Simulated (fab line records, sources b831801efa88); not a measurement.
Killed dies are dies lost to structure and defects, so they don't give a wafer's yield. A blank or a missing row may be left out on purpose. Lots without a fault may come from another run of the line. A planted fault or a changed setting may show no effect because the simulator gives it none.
Chamber matching | flow sfq_line | SFQ_TRILAYER_I5_ETCH_VIA_ETCH_147 on rie_diel-04: 4 sister chambers
The step etches the open film in CHF3, stops on Nb, target depth 360 nm. 14 wafers are shown with their chamber, then 7 later ones without.

WAFERS WITH THEIR CHAMBER
wafer  | chamber | drypump_motor_current_A (A) | oes_product_au (a.u.) | bias_w (W)
L982.2 | 1       | 5.3                         | 0.991                 | 79.98
L982.5 | 1       | 5.3                         | 0.992                 | 80.07
L982.6 | 0       | 5.9                         | 0.994                 | 79.57
L985.3 | 0       | 5.9                         | 0.991                 | 80.14
L985.4 | 3       | 5.6                         | 0.986                 | 80.00
L985.6 | 3       | 5.6                         | 0.992                 | 80.11
L988.1 | 2       | 5.5                         | 0.991                 | 79.91
L988.2 | 1       | 5.3                         | 0.991                 | 80.10
L988.4 | 2       | 5.6                         | 0.983                 | 79.99
L993.1 | 2       | 5.5                         | 0.995                 | 79.81
L993.3 | 1       | 5.3                         | 0.989                 | 79.84
L993.4 | 3       | 5.6                         | 0.987                 | 80.18
L995.3 | 2       | 5.5                         | 0.981                 | 80.13
L995.4 | 1       | 5.3                         | 0.995                 | 79.96

SIGNATURES (means of the wafers above)
reading                 | chamber 0 | chamber 1 | chamber 2 | chamber 3 | scatter within a chamber
drypump_motor_current_A | 5.900     | 5.300     | 5.525     | 5.600     | 0.0274
oes_product_au          | 0.99250   | 0.99160   | 0.98750   | 0.98833   | 0.00419
bias_w                  | 79.8550   | 79.9900   | 79.9600   | 80.0967   | 0.166
Rule: a wafer's distance from a chamber is the root of the sum, over the readings, of the square of ((its reading less the chamber's mean) divided by the reading's scatter). The wafer belongs to the nearest chamber; if the next one is less than 2 further off, it can't be placed. The scatter: the root of (the sum of the squares of (reading less its chamber's mean) over the shown wafers, divided by (wafers less chambers)).

WAFERS WITHOUT THEIR CHAMBER
wafer  | drypump_motor_current_A (A) | oes_product_au (a.u.) | bias_w (W)
L995.5 | 5.5                         | 0.991                 | 80.28
L998.2 | 5.9                         | 0.986                 | 80.22
L998.3 | 5.6                         | 0.978                 | 79.53
L998.6 | 5.6                         | 0.966                 | 80.08
L105.2 | 5.9                         | 0.986                 | 79.66
L105.3 | 5.5                         | 0.986                 | 79.98
L105.5 | 5.6                         | 0.987                 | 79.87

WHICH CHAMBER EACH WENT THROUGH
wafer  | from the rows above     | in truth
L995.5 | can't be placed: 2 or 3 | 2
L998.2 | 0                       | 0
L998.3 | can't be placed: 3 or 2 | 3
L998.6 | can't be placed: 3 or 2 | 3
L105.2 | 0                       | 0
L105.3 | 2                       | 2
L105.5 | can't be placed: 3 or 2 | 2
Placed correctly: 3 of 7. Can't be placed from these rows: 4 (the true chamber is among the candidates in 4). Placed wrongly: 0.
